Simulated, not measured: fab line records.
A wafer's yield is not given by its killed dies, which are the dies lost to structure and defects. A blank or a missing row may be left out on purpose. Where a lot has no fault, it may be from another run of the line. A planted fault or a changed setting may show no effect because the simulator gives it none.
Matching of chambers	flow gf180mcu	GF_V5_CMP_04 on cmp-02 has 4 sister chambers
The step polishes SiO2. 8 wafers are shown with their chamber, then 12 later ones without.

WAFERS WITH THEIR CHAMBER
wafer	chamber	motor-current-A (A)
L085.1	3	10.5
L085.3	1	11.7
L089.2	2	13.1
L089.3	0	11.8
L089.4	1	11.6
L093.1	3	10.6
L093.2	0	12.0
L093.5	2	14.1

WAFERS WITHOUT THEIR CHAMBER
wafer	motor-current-A (A)
L094.3	12.4
L094.4	10.9
L094.5	11.3
L095.1	12.7
L095.3	10.0
L095.4	12.8
L096.1	10.6
L096.5	10.6
L096.6	14.0
L097.1	12.8
L097.3	11.0
L097.4	14.1

THE CHAMBER EACH PASSED THROUGH
wafer	from the rows above	in truth
L094.3	can't be placed: 0 or 1 or 2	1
L094.4	can't be placed: 3 or 1 or 0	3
L094.5	can't be placed: 1 or 0 or 3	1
L095.1	can't be placed: 0 or 2 or 1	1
L095.3	3	3
L095.4	can't be placed: 2 or 0 or 1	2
L096.1	3	3
L096.5	3	3
L096.6	2	2
L097.1	can't be placed: 2 or 0 or 1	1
L097.3	can't be placed: 3 or 1 or 0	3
L097.4	2	2
Correct placement for 5 of the 12. Can't be placed from these rows: 7 (the true chamber is among the candidates in 7). Wrongly placed: 0.
How it was worked out, from the rows above alone: a wafer's distance from a chamber is the root of the sum, over the readings, of the square of ((its reading less the chamber's mean) divided by the reading's scatter). If the next closest chamber is less than 2 further off than the closest, the wafer can't be placed; otherwise it belongs to the closest. The mean given for a chamber averages the wafers shown for that chamber. The scatter is the square root of a quotient: the sum, over the shown wafers, of each reading's squared deviation from its chamber's mean, divided by wafers minus chambers.
